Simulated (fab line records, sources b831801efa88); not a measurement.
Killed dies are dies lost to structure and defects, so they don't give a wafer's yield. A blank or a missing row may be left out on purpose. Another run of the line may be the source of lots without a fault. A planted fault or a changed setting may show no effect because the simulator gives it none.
Problem report, 8D (eight disciplines) form, completed by code | flow sky130 | the parts of the form that need people (team, actions taken, sign-off) are left out

## 1. WHAT IS WRONG
Mean of runLengthS at SKY_CONTACT_ETCH_16: 76.64 s across 6 wafers in 2 lots; on wafers with no fault it is 74.14 s (standard deviation 0.28). That is +8.9 standard deviations from the usual mean.
The step: etches BARC in N2/H2, stops on SiO2, time 45.9 s, target depth 60 nm.
First seen on wafer L243.1, day 37 14:02, on rieDiel-02. The record holds 42 wafers of 14 lots with a number at this step. By rule, "out" or "out of limits" means more than 4 standard deviations away from the usual mean. All remaining wafers that have a number are taken as sound.

## 2. WHAT IT IS AND WHAT IT IS NOT
question                    | is                       | is not
which readings at this step | runLengthS, oesProductAu | drypumpMotorCurrentA, rfFwdPowerW
which lots                  | L243, L245               | L226, L227, L228, L230, L231, L232, L233, L234, L235, L238, L246, L247
which wafers of those lots  | all that have a number   | -
read on which tools         | rieDiel-02               | rieDiel-01, rieDiel-04
when                        | from day 37 14:02        | up to then (30 sound wafers); but 6 sound wafers of L246, L247 came after

## 3. THE SUSPECTS, EACH WITH WHAT RULES IT OUT
Counting: any tool at a process step up to the reading is kept as a suspect provided that every lot that is out went through it and no sound lot did after the first of them.
- rieDiel-02 at SKY_CONTACT_ETCH_16 (etches BARC in N2/H2, stops on SiO2, time 45.9 s, target depth 60 nm): kept. All lots that are out passed through it, beginning with L243 at day 37 14:02, and no sound lot followed; its final sound lot before that point was L235 at day 34 18:22. Its own oesProductAu, runLengthS readings are out on those wafers.
Left after counting: rieDiel-02 at SKY_CONTACT_ETCH_16.

## 4. THE CAUSE (what the simulator had put in)
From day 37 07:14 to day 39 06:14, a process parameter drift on rieDiel-02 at SKY_CONTACT_ETCH_16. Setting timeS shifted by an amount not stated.
The count eliminated every tool but this one.

## 5. THE CHAIN OF EFFECTS, in route order
Each row: a reading where the mean over the struck wafers with a number is more than 3 standard deviations away from the usual. Only readings for which the record gives a usual standard deviation are gone through. hours: the time from each lot's start at the first step in this table that gives one to its start at this step, as a median over the lots. sigmas: the change in usual standard deviations.
hours | step                | reading      | usual      | on struck wafers | change | sigmas
0     | SKY_CONTACT_ETCH_16 | oesProductAu | 0.855 a.u. | 0.831            | -0.024 | -5.0
0     | SKY_CONTACT_ETCH_16 | runLengthS   | 74.14 s    | 76.64            | +2.50  | +8.9
It contains these process steps:
- SKY_CONTACT_ETCH_16: etches BARC in N2/H2, stops on SiO2, time 45.9 s, target depth 60 nm.

## 6. HOW IT WOULD HAVE BEEN CAUGHT EARLIER
7 hours passed between the start of the fault at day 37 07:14 and the first reading out of limits in this record, taken at day 37 14:02.
